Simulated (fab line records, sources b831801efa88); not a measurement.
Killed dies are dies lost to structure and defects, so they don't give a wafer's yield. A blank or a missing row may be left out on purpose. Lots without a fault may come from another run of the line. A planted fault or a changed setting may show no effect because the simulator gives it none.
A struck lot beside a sound one | flow gf180mcu | 14 steps out of a route of 602
Sound: wafers L764.2, L764.4, L764.5. Struck: wafers L754.2, L754.4, L754.6. The cause comes at the end.
At each step with rows: each side's tool, then ch and its chambers, then its first start. Under that, the readings that differ: sound wafers | struck wafers | difference of the means | sigmas: that difference in standard deviations of wafers without a fault.
alike: readings whose means differ by less than 2 such deviations, and words and numbers that are the same on both sides. not compared: withheld readings, readings that some wafer has no value for, bounds like >300 that may hide the same value, and numbers for which the record gives no deviation and whose values overlap.
The two part at a step that has a row with sigmas, a row that says differs or no value, or rows on one side only. Numbers that don't overlap but have no deviation are shown without sigmas and don't part them. A reading that every wafer of one side lacks parts them only if that side has two wafers or more.

GF_M3_SPUTTER_01: material TiN, target thk 30 nm, time 25 s.
  sound on pvd_sputter-03, day 26 00:36; struck on pvd_sputter-03, day 22 09:19
  alike: throttle_valve_pct
GF_M3_SPUTTER_02: material AlCu, target thk 450 nm, time 23.9 s.
  sound on pvd_sputter-03, day 26 00:38; struck on pvd_sputter-03, day 22 09:20
  alike: throttle_valve_pct
GF_M3_SPUTTER_03: material Ti, target thk 10 nm, time 6.7 s.
  sound on pvd_sputter-03, day 26 00:40; struck on pvd_sputter-03, day 22 09:22
  alike: substrate_temp_c, throttle_valve_pct
GF_M3_SPUTTER_04: material TiN, target thk 50 nm, time 41.7 s.
  sound on pvd_sputter-03, day 26 00:41; struck on pvd_sputter-03, day 22 09:23
  alike: throttle_valve_pct
GF_M3_RS_MEAS_05: measures by four-point-probe.
  sound on film_metro-02, day 26 00:44; struck on film_metro-03, day 22 09:27
  alike: M3_ALCU_RS
GF_M3_THK_MEAS_06: measures by xrf.
  sound on film_metro-02, day 26 00:51; struck on film_metro-03, day 22 09:34
  alike: M3_ALCU_THK
then, 6 steps without rows for these wafers: GF_M3_DEHYDRATE_07 (time 60 s); GF_M3_HMDS_08 (prime time 60 s); GF_M3_COAT_09 (resist thk 1000 nm); GF_M3_SOFTBAKE_10 (time 60 s); GF_M3_EXPOSE_11 (exposes mask Metal3, target cd 280 nm); GF_M3_PEB_12 (peb time 90 s).
GF_M3_DEVELOP_13: develop time 60 s.
  sound on litho_track-02 ch 0, day 26 20:38; struck on litho_track-02, day 23 07:59
  no value came back on the struck wafers for chill_plate_temp_C (C), develop_time_s (s), developer_temp_C (C); on the sound wafers chill_plate_temp_C (C) reads 23.07 23.00 22.98
  reading                             | sound           | struck            | difference | sigmas
  model.KrF_of_M3_COAT_09.thk_nm (nm) | 985.8 985.9 983 | 995.9 994.1 994.7 | +10.0      |
GF_M3_CD_MEAS_14: target cd 280 nm.
  sound on cd_sem-02, day 26 20:47; struck on cd_sem-02, day 23 08:08
  reading    | sound             | struck | difference                    | sigmas
  cd_nm (nm) | 281.0 280.8 280.2 | - - -  | no value on the struck wafers |

WHERE THEY PART
First at GF_M3_DEVELOP_13; last, within this record, at GF_M3_CD_MEAS_14.

WHY: what the simulator had put in
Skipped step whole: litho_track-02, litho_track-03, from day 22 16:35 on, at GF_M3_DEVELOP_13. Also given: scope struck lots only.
